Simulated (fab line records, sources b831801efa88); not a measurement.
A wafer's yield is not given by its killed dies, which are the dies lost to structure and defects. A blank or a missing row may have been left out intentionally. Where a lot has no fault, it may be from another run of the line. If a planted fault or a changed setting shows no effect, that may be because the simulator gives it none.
The tool behind it: which one?    flow sky130    at 1 step of a route of 708, 7 lots with 21 wafers sampled

== WHAT THE GAUGES READ, wafer by wafer ==
SKY_GATE_OXIDE_OVL_MEAS_10.
lot   measured      on          GATE_OXIDE_OVL (nm)
L607  day 14 08:37  overlay-01  -0.3 -1.2 -0.6
L613  day 16 17:53  overlay-02  -0.8 -0.2 -0.3
L615  day 18 03:35  overlay-01  -0.4 0.1 -0.7
L620  day 19 18:26  overlay-02  -0.2 -1.6 -1.0
L621  day 20 07:44  overlay-02  -0.4 0.7 0.5
L623  day 20 23:08  overlay-02  0.6 0.1 0.7
L627  day 21 21:14  overlay-02  -0.7 -1.1 -1.6

== TOOL THAT RAN EACH LOT (tool first, then ch and the chambers of the sampled wafers, then the start) ==
Before these readings, the record contains no process step.

== THE ANSWER, worked out from the rows above alone ==
Rule: the usual values come from the lots themselves. The widest of any qualifying gaps counts: lots, ordered by their means at a reading, are off when they make up no more than a third of the lots, leave a main group of 4 or more, and stand apart from it by 3 or more times the standard deviation of that group's means. If all means in a main group match to the digits the tables above print for the reading, that group is not used. A lot without any number at a reading at which 4 lots or more have one is off too. Where the step has rows for the other lots, those lots are counted as sound.
No lot is off at any reading shown: from this, nothing can be told.

== WHAT HAD BEEN PUT IN BY THE SIMULATOR ==
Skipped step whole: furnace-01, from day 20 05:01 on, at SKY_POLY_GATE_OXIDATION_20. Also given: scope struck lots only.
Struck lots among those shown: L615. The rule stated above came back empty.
